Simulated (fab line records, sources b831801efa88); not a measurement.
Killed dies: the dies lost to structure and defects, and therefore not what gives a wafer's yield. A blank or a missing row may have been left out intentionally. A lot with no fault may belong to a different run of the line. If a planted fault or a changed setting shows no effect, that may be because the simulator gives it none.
The same fault as seen by 2 desks -- flow sky130 -- each desk holds nothing but its own numbers, with what lay behind them at the end

## THE TOOL OWNER'S DESK: hdpcvd-01
The tool's own readings at SKY_LI_CONTACT_HDPCVD_00 (deposits PSG, target thk 930 nm, time 155 s): means of the sampled wafers that have a number, for each lot that ran on this tool. A lot is out of limits, marked OUT, if its mean lies more than 4 standard deviations from the usual mean; the brackets give that distance.
Columns: A = susceptor_temp_C at SKY_LI_CONTACT_HDPCVD_00, usual 600.0 C
lot,first seen here,A
L940,day 30 17:39,600.1
L943,day 31 10:40,600.0
L941,day 31 13:20,600.0
L951,day 33 19:56,600.4
L953,day 34 07:14,600.3
L955,day 34 20:26,600.0
Result from this desk: across the 6 lots, nothing is out of limits.

## AT THE METROLOGY DESK
What the gauges read, lot by lot, whatever tool the lot ran on: means of the sampled wafers that have a number. A lot is out of limits, marked OUT, if its mean lies more than 4 standard deviations from the usual mean; the brackets give that distance.
Columns: A = RES_XHIGH_TW at SKY_RES_XHIGH_TW_MEAS_09, usual 1637; B = LI_CONTACT_HDPCVD_THK at SKY_LI_CONTACT_THK_MEAS_01, usual 930 nm; C = LI_CONTACT_BOW at SKY_LI_CONTACT_BOW_MEAS_03, usual 56 um
lot,first seen here,A,B,C
L940,day 29 13:25,1628,945,48
L939,day 29 14:31,1630,924,63
L943,day 30 06:22,1641,924,63
L941,day 30 08:31,1634,940,54
L944,day 30 10:18,1630,911,54
L946,day 31 04:23,1638,919,61
L951,day 32 16:12,1650,610 (-29) OUT,59
L952,day 32 22:27,1647,923,56
L953,day 33 02:59,1638,615 (-29) OUT,54
L955,day 33 16:28,1634,611 (-29) OUT,57
L957,day 34 04:46,1650,904,55
This desk finds L951, L953, L955 out of limits, with the earliest case on L951 at day 33 20:02 (LI_CONTACT_HDPCVD_THK at SKY_LI_CONTACT_THK_MEAS_01). L940, L939, L943, L941, L944, L946, L952, L957 stayed within limits.

## TAKEN TOGETHER
An alarm was possible from the metrology desk at day 33 20:02, on L951, L953, L955.
The desk of the tool owner found nothing out of limits.
Tool owner's desk: L951, L953, L955 on record, inside its limits.
SKY_LI_CONTACT_HDPCVD_00 was run on hdpcvd-01 by each of the lots named.

## WHAT THE SIMULATOR HAD INSERTED
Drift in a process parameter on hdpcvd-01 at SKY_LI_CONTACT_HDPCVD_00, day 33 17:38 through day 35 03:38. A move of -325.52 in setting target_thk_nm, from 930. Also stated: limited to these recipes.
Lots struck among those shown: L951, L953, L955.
Hours from the fault's start to each desk's first reading out of limits: the metrology desk, 2.
